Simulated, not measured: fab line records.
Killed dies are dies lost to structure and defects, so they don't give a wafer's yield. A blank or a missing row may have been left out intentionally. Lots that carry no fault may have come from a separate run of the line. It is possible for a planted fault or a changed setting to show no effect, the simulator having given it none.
8D (eight disciplines) problem report, filled in by code | flow gf180mcu | the parts of the form that need people (team, actions taken, sign-off) are left out

== 1. WHAT WENT WRONG ==
Wafers without a fault read 2999.7 rpm, standard deviation 2.2; spinSpeedRpm at GF_HV_LDD_COAT_41 reads a mean of 2836.3 rpm on 6 wafers belonging to 2 lots. Measured from the usual mean, that is -74 standard deviations.
The step: resist thk 1000 nm.
First seen on wafer L402.1, day 16 09:34, on lithoTrack-02. Wafers with a number at this step in the record: 36, from 12 lots. Rule for "out" (also "out of limits"): further than 4 standard deviations from the usual mean. The rest of the wafers with a number are treated as sound.

== 2. WHAT IT IS AND WHAT IT IS NOT ==
question                    | is                     | is not
which readings at this step | spinSpeedRpm           | -
which lots                  | L402, L405             | L392, L393, L395, L396, L397, L398, L399, L400, L403, L404
which wafers of those lots  | all that have a number | -
read on which tools         | lithoTrack-02          | lithoTrack-01, lithoTrack-04
when                        | from day 16 09:34      | up to then (24 sound wafers); but 6 sound wafers of L403, L404 came after

== 3. SUSPECTS, AND WHAT RULES EACH OUT ==
Counting: a tool at a process step up to the reading stays a suspect if it ran every lot that is out and no sound lot after the first of them.
- lithoTrack-02 at GF_HV_LDD_COAT_41 (resist thk 1000 nm): kept. It ran every lot that is out, first L402 (day 16 09:34), and no sound lot after that; its last sound lot up to then is L400 (day 15 11:28). Its own spinSpeedRpm readings are out on those wafers.
The count leaves lithoTrack-02 at GF_HV_LDD_COAT_41.

== 4. THE CAUSE (what the simulator had put in) ==
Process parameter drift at GF_HV_LDD_COAT_41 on lithoTrack-02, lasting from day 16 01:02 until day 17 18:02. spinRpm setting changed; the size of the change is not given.
Only this tool survived the counting.

== 5. THE EFFECT CHAIN, in route order ==
Each row: a reading where the mean over the struck wafers with a number is more than 3 standard deviations away from the usual. Readings are gone through only where the record gives a usual standard deviation; hours: the median, over the lots, of the time from a lot's start at the first step in this table giving one to that lot's start at this step; sigmas: the change measured in usual standard deviations.
hours | step               | reading              | usual      | on struck wafers | change | sigmas
0     | GF_HV_LDD_COAT_41  | spinSpeedRpm         | 2999.7 rpm | 2836.3           | -163.4 | -74
11    | GF_HV_LDD_STRIP_49 | stripTimeToEndpointS | 12.62 s    | 12.89            | +0.27  | +6.8
The process steps in it:
- GF_HV_LDD_COAT_41: resist thk 1000 nm.
- GF_HV_LDD_STRIP_49: strips in O2/N2.
At these later measuring or inspecting steps, every struck wafer for which the step has a row has a number for every such reading, and none has moved that far: GF_HV_LDD_THK_MEAS_57.

== 6. WHAT WOULD HAVE CAUGHT IT SOONER ==
In this record no reading fell out of limits until day 16 09:34, 9 hours after the fault had begun at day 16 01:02.
